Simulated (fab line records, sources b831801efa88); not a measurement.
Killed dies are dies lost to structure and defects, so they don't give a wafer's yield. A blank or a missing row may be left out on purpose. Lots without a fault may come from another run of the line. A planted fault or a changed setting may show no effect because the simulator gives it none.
Which tool did it? | flow sky130 | 6 lots, 18 wafers sampled, at 2 steps of a route of 708

WHAT THE GAUGES READ, wafer by wafer
SKY_CAP2M_THK_MEAS_01.
lot  | measured     | on            | CAP2M_CVD_00_THK (nm)
L450 | day 40 00:12 | film_metro-04 | 15.49 15.44 15.62
L453 | day 41 07:18 | film_metro-04 | 15.14 15.32 15.70
L454 | day 41 09:37 | film_metro-01 | 15.32 15.37 15.60
L459 | day 43 01:55 | film_metro-01 | 15.42 15.77 15.65
L462 | day 43 15:16 | film_metro-04 | 15.24 15.71 15.40
L469 | day 45 11:12 | film_metro-02 | 15.34 15.21 15.81

WHICH TOOL RAN EACH LOT (tool, then ch and the chambers of the sampled wafers, then the start)
lot  | SKY_METAL3_CLEAN_21
L450 | wet_bench-04 ch 2, day 38 20:38
L453 | wet_bench-01 ch 3, day 40 03:53
L454 | wet_bench-02 ch 0, day 40 06:05
L459 | wet_bench-02 ch 3, day 41 23:01
L462 | wet_bench-04 ch 3, day 42 14:22
L469 | wet_bench-01 ch 0, day 44 10:11
- SKY_METAL3_CLEAN_21: cleans in IPA, time 180 s.

THE ANSWER, worked out from the rows above alone
Rule: what is usual is taken from the lots themselves. Put in order of their means at a reading, lots are off if they are a third of the lots or fewer, leave a main group of 4 or more, and stand apart from it by a gap of 3 or more times the standard deviation of the main group's means; of several such gaps the widest counts. A main group whose means are all the same, to the digits that the tables above print for the reading, isn't used. A lot without any number at a reading at which 4 lots or more have one is off too. The other lots that the step has rows for count as sound.
No lot is off at any reading shown: from this, nothing can be told.

WHAT THE SIMULATOR HAD PUT IN
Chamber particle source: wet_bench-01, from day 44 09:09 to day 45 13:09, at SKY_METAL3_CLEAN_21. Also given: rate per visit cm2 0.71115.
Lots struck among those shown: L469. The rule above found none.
